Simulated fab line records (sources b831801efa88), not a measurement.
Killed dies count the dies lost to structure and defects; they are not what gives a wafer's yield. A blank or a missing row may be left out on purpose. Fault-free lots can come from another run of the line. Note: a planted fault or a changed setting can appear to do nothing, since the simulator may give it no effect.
Which tool was responsible? ; flow gf180mcu ; 24 lots, 72 wafers sampled, at 6 steps of a route of 602

## WHAT THE GAUGES READ, wafer by wafer
GF_MIM_THK_MEAS_11: measures by xrf. Usual: MIM_ALCU_THK 199.1 nm, standard deviation 2.5.
lot;measured;on;MIM_ALCU_THK (nm);flag
L074;day 25 00:09;film metro-01;203.9 200.7 200.3;
L075;day 25 04:20;film metro-03;198.0 196.8 199.7;
L076;day 25 19:06;film metro-03;199.2 201.2 201.4;
L077;day 26 08:48;film metro-02;199.7 203.0 202.5;
L078;day 26 18:44;film metro-01;202.2 201.6 203.9;
L079;day 27 06:59;film metro-02;201.6 200.7 200.7;
L081;day 27 09:15;film metro-03;198.8 198.5 200.8;
L080;day 27 14:01;film metro-01;201.6 202.2 199.6;
L082;day 27 21:31;film metro-03;198.5 198.0 195.5;
L084;day 28 05:50;film metro-01;199.2 201.5 199.6;
L083;day 28 12:08;film metro-01;196.3 198.1 197.3;
L085;day 28 19:21;film metro-01;202.4 204.8 203.9;
L086;day 28 20:07;film metro-01;203.2 202.6 203.1;
L087;day 29 03:49;film metro-01;193.2 196.7 195.2;
L088;day 29 12:59;film metro-02;197.4 194.8 196.0;
L089;day 30 03:54;film metro-03;198.4 198.0 200.0;
L090;day 30 03:22;film metro-03;193.1 197.7 195.0;
L091;day 30 09:08;film metro-01;196.4 200.2 196.5;
L092;day 30 20:29;film metro-01;199.7 200.2 199.6;
L093;day 31 02:43;film metro-02;198.2 197.0 196.1;
L094;day 31 04:00;film metro-03;196.2 197.6 198.2;
L095;day 31 10:27;film metro-03;197.5 197.4 198.5;
L096;day 31 22:32;film metro-03;196.1 197.1 198.0;
L097;day 31 20:19;film metro-02;200.6 198.6 200.0;

GF_V5_RS_MEAS_24: measurement is done with a four-point probe. Usual: V5_W_RS 0.326 ohm/sq, standard deviation 0.0049.
lot;measured;on;V5_W_RS (ohm/sq);flag
L074;day 27 18:02;film metro-04;0.329 0.332 0.329;
L075;day 27 22:31;film metro-02;0.320 0.330 0.318;
L076;day 28 11:54;film metro-04;0.331 0.333 0.330;
L077;day 29 00:48;film metro-04;0.333 0.319 0.322;
L078;day 29 09:41;film metro-03;0.330 0.319 0.318;
L079;day 29 19:32;film metro-03;0.327 0.328 0.332;
L081;day 29 23:35;film metro-03;0.322 0.327 0.316;
L080;day 30 03:34;film metro-02;0.329 0.328 0.328;
L082;day 30 09:44;film metro-02;0.318 0.325 0.315;
L084;day 30 18:24;film metro-04;0.317 0.328 0.328;
L083;day 30 23:12;film metro-04;0.331 0.330 0.331;
L085;day 31 07:16;film metro-02;0.322 0.330 0.331;
L086;day 31 07:21;film metro-03;0.327 0.327 0.328;
L087;day 31 15:41;film metro-03;0.331 0.330 0.327;
L088;day 31 22:45;film metro-03;0.323 0.324 0.327;
L089;day 32 11:56;film metro-03;0.330 0.328 0.329;
L090;day 32 11:32;film metro-04;0.324 0.325 0.327;
L091;day 32 16:48;film metro-03;0.316 0.327 0.318;
L092;day 33 04:01;film metro-04;0.328 0.322 0.327;
L093;day 33 08:38;film metro-02;0.326 0.330 0.330;
L094;day 33 10:09;film metro-04;0.328 0.326 0.329;
L095;day 33 15:41;film metro-04;0.326 0.317 0.317;
L096;day 34 01:55;film metro-02;0.329 0.325 0.329;
L097;day 34 00:57;film metro-02;0.329 0.329 0.330;

## EACH LOT AND THE TOOL THAT RAN IT (in order: tool; ch and the chambers of the sampled wafers; start)
lot;GF_VT_IMPLANT_STRIP_20;GF_V2_ETCH_17;GF_V2_STRIP_18;GF_M3_SPUTTER_02
L074;plasma asher-03 ch 1, day 6 07:18;rie diel-02 ch 2,3, day 20 16:17 or earlier;plasma asher-03 ch 0,1, day 20 16:17;pvd sputter-04, day 20 17:47
L075;plasma asher-01 ch 0,1, day 6 12:52;rie diel-02 ch 1,2,3, day 20 22:14 or earlier;plasma asher-04 ch 0,1, day 20 22:14;pvd sputter-04, day 20 23:35
L076;plasma asher-03 ch 0,1, day 7 00:58;rie diel-03 ch 0,2,3, day 21 14:34 or earlier;plasma asher-04 ch 0,1, day 21 14:34;pvd sputter-02, day 21 15:55
L077;plasma asher-04 ch 0,1, day 7 11:57;rie diel-03 ch 2,3, day 22 07:25 or earlier;plasma asher-03 ch 0,1, day 22 07:25;pvd sputter-03, day 22 08:46
L078;plasma asher-04 ch 0,1, day 7 18:55;rie diel-03 ch 1,2,3, day 22 17:14 or earlier;plasma asher-03 ch 0,1, day 22 17:14;pvd sputter-03, day 22 18:49
L079;plasma asher-04 ch 0,1, day 8 04:48;rie diel-02 ch 1,2,3, day 23 07:08 or earlier;plasma asher-04 ch 0,1, day 23 07:08;pvd sputter-04, day 23 08:50
L081;plasma asher-04 ch 0,1, day 8 07:20;rie diel-02 ch 0,1, day 23 10:53 or earlier;plasma asher-04 ch 0,1, day 23 10:53;pvd sputter-02, day 23 12:17
L080;plasma asher-03 ch 0,1, day 8 08:51;rie diel-03 ch 2,3, day 23 15:35 or earlier;plasma asher-02 ch 0,1, day 23 15:35;pvd sputter-04, day 23 16:59
L082;plasma asher-01 ch 0,1, day 8 15:20;rie diel-04 ch 1,3, day 23 22:59 or earlier;plasma asher-04 ch 1, day 23 22:59;pvd sputter-04, day 24 00:23
L084;plasma asher-04 ch 0,1, day 9 01:57;rie diel-02 ch 0,1,2, day 24 09:49 or earlier;plasma asher-02 ch 0,1, day 24 09:49;pvd sputter-04, day 24 11:10
L083;plasma asher-04 ch 0,1, day 9 03:38;rie diel-02 ch 0,1,3, day 24 14:37 or earlier;plasma asher-04 ch 0,1, day 24 14:37;pvd sputter-02, day 24 15:58
L085;plasma asher-01 ch 0,1, day 9 11:23;rie diel-04 ch 0,2,3, day 24 23:35 or earlier;plasma asher-02 ch 0,1, day 24 23:35;pvd sputter-04, day 25 01:00
L086;plasma asher-01 ch 0,1, day 9 13:46;rie diel-02 ch 1,3, day 25 00:40 or earlier;plasma asher-02 ch 0,1, day 25 00:40;pvd sputter-03, day 25 02:01
L087;plasma asher-04 ch 0,1, day 9 19:06;rie diel-03 ch 0,2, day 25 11:08 or earlier;plasma asher-04 ch 0,1, day 25 11:08;pvd sputter-02, day 25 12:31
L088;plasma asher-03 ch 0,1, day 10 03:25;rie diel-03 ch 0,1,2, day 25 19:38 or earlier;plasma asher-03 ch 0,1, day 25 19:38;pvd sputter-03, day 25 20:59
L089;plasma asher-03 ch 0,1, day 10 11:27;rie diel-03 ch 0,1,2, day 26 13:20 or earlier;plasma asher-03 ch 0,1, day 26 13:20;pvd sputter-02, day 26 14:41
L090;plasma asher-04 ch 0,1, day 10 16:28;rie diel-03 ch 0,2,3, day 26 12:14 or earlier;plasma asher-04 ch 0,1, day 26 12:14;pvd sputter-04, day 26 13:35
L091;plasma asher-01 ch 0,1, day 10 21:42;rie diel-03 ch 0,2,3, day 26 17:02 or earlier;plasma asher-03 ch 0,1, day 26 17:02;pvd sputter-02, day 26 18:32
L092;plasma asher-01 ch 0,1, day 11 06:54;rie diel-03 ch 1,2,3, day 27 05:32 or earlier;plasma asher-03 ch 0,1, day 27 05:32;pvd sputter-03, day 27 06:53
L093;plasma asher-04 ch 0,1, day 11 10:25;rie diel-02 ch 0,1,3, day 27 13:10 or earlier;plasma asher-02 ch 0,1, day 27 13:10;pvd sputter-02, day 27 14:35
L094;plasma asher-04 ch 1, day 11 14:48;rie diel-04 ch 0,3, day 27 15:25 or earlier;plasma asher-02 ch 0,1, day 27 15:25;pvd sputter-02, day 27 16:46
L095;plasma asher-03 ch 0,1, day 11 22:35;rie diel-02 ch 0,1,3, day 27 19:40 or earlier;plasma asher-02 ch 0,1, day 27 19:40;pvd sputter-04, day 27 20:59
L096;plasma asher-03 ch 0,1, day 12 07:20;rie diel-03 ch 0,3, day 28 11:50 or earlier;plasma asher-04 ch 0,1, day 28 11:50;pvd sputter-02, day 28 13:11
L097;plasma asher-03 ch 0,1, day 12 09:52;rie diel-03 ch 0,2, day 28 10:08 or earlier;plasma asher-03 ch 0,1, day 28 10:08;pvd sputter-04, day 28 11:27
- GF_VT_IMPLANT_STRIP_20: strips in O2/N2.
- GF_V2_ETCH_17: etches SiO2 in C4F8/O2/Ar, stops on TiN, target depth 630 nm.
- GF_V2_STRIP_18: strips in O2/N2.
- GF_M3_SPUTTER_02: material AlCu, target thk 450 nm, time 23.9 s.

## AS READ BY THE TOOLS THEMSELVES (means over the sampled wafers that have a number; for cases with no such wafer, the mark the record gives instead)
GF_VT_IMPLANT_STRIP_20. Usual: drypump motor current A 5.5 A, standard deviation 0.54; heater power w 332 W, standard deviation 41; oes product au 0.716 a.u., standard deviation 0.0045; strip time to endpoint s 12.63 s, standard deviation 0.032.
lot;tool;drypump motor current A (A);heater power w (W);oes product au (a.u.);strip time to endpoint s (s);flag
L074;plasma asher-03;5.7;309;0.716;12.60;
L075;plasma asher-01;5.2;291;0.718;12.62;
L076;plasma asher-03;5.5;309;0.717;12.63;
L077;plasma asher-04;6.0;381;0.718;12.61;
L078;plasma asher-04;6.0;383;0.719;12.60;
L079;plasma asher-04;5.6;365;0.713;12.63;
L081;plasma asher-04;5.6;365;0.713;12.61;
L080;plasma asher-03;5.4;305;0.712;12.68;
L082;plasma asher-01;5.0;305;0.714;12.66;
L084;plasma asher-04;6.0;382;0.716;12.65;
L083;plasma asher-04;5.6;365;0.712;12.61;
L085;plasma asher-01;5.0;301;0.714;12.64;
L086;plasma asher-01;5.2;291;0.711;12.62;
L087;plasma asher-04;5.6;366;0.718;12.62;
L088;plasma asher-03;5.4;303;0.716;12.61;
L089;plasma asher-03;5.4;306;0.717;12.64;
L090;plasma asher-04;5.6;371;0.718;12.64;
L091;plasma asher-01;5.2;291;0.720;12.69;
L092;plasma asher-01;5.2;291;0.720;12.63;
L093;plasma asher-04;6.0;380;0.719;12.67;
L094;plasma asher-04;6.4;403;0.718;12.65;
L095;plasma asher-03;5.4;299;0.716;12.60;
L096;plasma asher-03;5.5;304;0.715;12.65;
L097;plasma asher-03;5.5;299;0.716;12.60;

GF_V2_ETCH_17. Usual: oes product au reads 0.855 a.u. (standard deviation 0.0044).
lot;tool;oes product au (a.u.);flag
L074;rie diel-02;0.858;
L075;rie diel-02;0.854;
L076;rie diel-03;0.859;
L077;rie diel-03;0.860;
L078;rie diel-03;0.853;
L079;rie diel-02;0.853;
L081;rie diel-02;0.851;
L080;rie diel-03;0.858;
L082;rie diel-04;0.855;
L084;rie diel-02;0.856;
L083;rie diel-02;0.853;
L085;rie diel-04;0.854;
L086;rie diel-02;0.855;
L087;rie diel-03;0.856;
L088;rie diel-03;0.857;
L089;rie diel-03;0.856;
L090;rie diel-03;0.853;
L091;rie diel-03;0.853;
L092;rie diel-03;0.852;
L093;rie diel-02;0.856;
L094;rie diel-04;0.858;
L095;rie diel-02;0.855;
L096;rie diel-03;0.863;
L097;rie diel-03;0.855;

GF_V2_STRIP_18. Usual: drypump motor current A 5.8 A, standard deviation 0.52; heater power w 340 W, standard deviation 36; oes product au 0.594 a.u., standard deviation 0.0044.
lot;tool;drypump motor current A (A);heater power w (W);oes product au (a.u.);flag
L074;plasma asher-03;5.6;300;0.596;
L075;plasma asher-04;5.6;377;0.593;
L076;plasma asher-04;5.6;370;0.593;
L077;plasma asher-03;5.5;303;0.594;
L078;plasma asher-03;5.4;303;0.599;
L079;plasma asher-04;6.0;384;0.590;
L081;plasma asher-04;6.0;393;0.596;
L080;plasma asher-02;6.2;324;0.598;
L082;plasma asher-04;6.5;409;0.593;
L084;plasma asher-02;5.9;331;0.592;
L083;plasma asher-04;6.1;387;0.596;
L085;plasma asher-02;5.9;331;0.593;
L086;plasma asher-02;5.9;335;0.593;
L087;plasma asher-04;6.0;386;0.597;
L088;plasma asher-03;5.4;306;0.594;
L089;plasma asher-03;5.5;306;0.590;
L090;plasma asher-04;5.6;372;0.598;
L091;plasma asher-03;5.5;308;0.592;
L092;plasma asher-03;5.5;307;0.598;
L093;plasma asher-02;6.2;332;0.594;
L094;plasma asher-02;6.2;322;0.592;
L095;plasma asher-02;5.9;333;0.593;
L096;plasma asher-04;5.6;372;0.592;
L097;plasma asher-03;5.5;307;0.596;

GF_M3_SPUTTER_02. Usual: throttle valve pct reads 30.4 % (standard deviation 0.96).
lot;tool;throttle valve pct (%);flag
L074;pvd sputter-04;29.8;
L075;pvd sputter-04;30.3;
L076;pvd sputter-02;31.3;
L077;pvd sputter-03;31.2;
L078;pvd sputter-03;29.6;
L079;pvd sputter-04;29.9;
L081;pvd sputter-02;30.3;
L080;pvd sputter-04;30.3;
L082;pvd sputter-04;29.5;
L084;pvd sputter-04;29.7;
L083;pvd sputter-02;31.1;
L085;pvd sputter-04;29.8;
L086;pvd sputter-03;30.4;
L087;pvd sputter-02;30.8;
L088;pvd sputter-03;29.4;
L089;pvd sputter-02;30.9;
L090;pvd sputter-04;30.3;
L091;pvd sputter-02;31.0;
L092;pvd sputter-03;30.0;
L093;pvd sputter-02;31.2;
L094;pvd sputter-02;31.8;
L095;pvd sputter-04;29.8;
L096;pvd sputter-02;30.2;
L097;pvd sputter-04;29.5;

## THE ANSWER, worked out from the rows above alone
Rule: a lot counts as off when the mean over its wafers that have a number is more than 3 standard deviations away from the usual mean. Also off: a lot with no number at a reading for which 4 or more lots have one. Any other lot the step has rows for is counted as sound. The gauges are gone through in route order, then the tools' own readings, and for those a lot's mean is taken as printed above. At the first step where some lot is off, the reading lying furthest off is the one used; lots without a number count as furthest.
No lot is off at any reading shown: from this, nothing can be told.

## WHAT THE SIMULATOR HAD PUT IN
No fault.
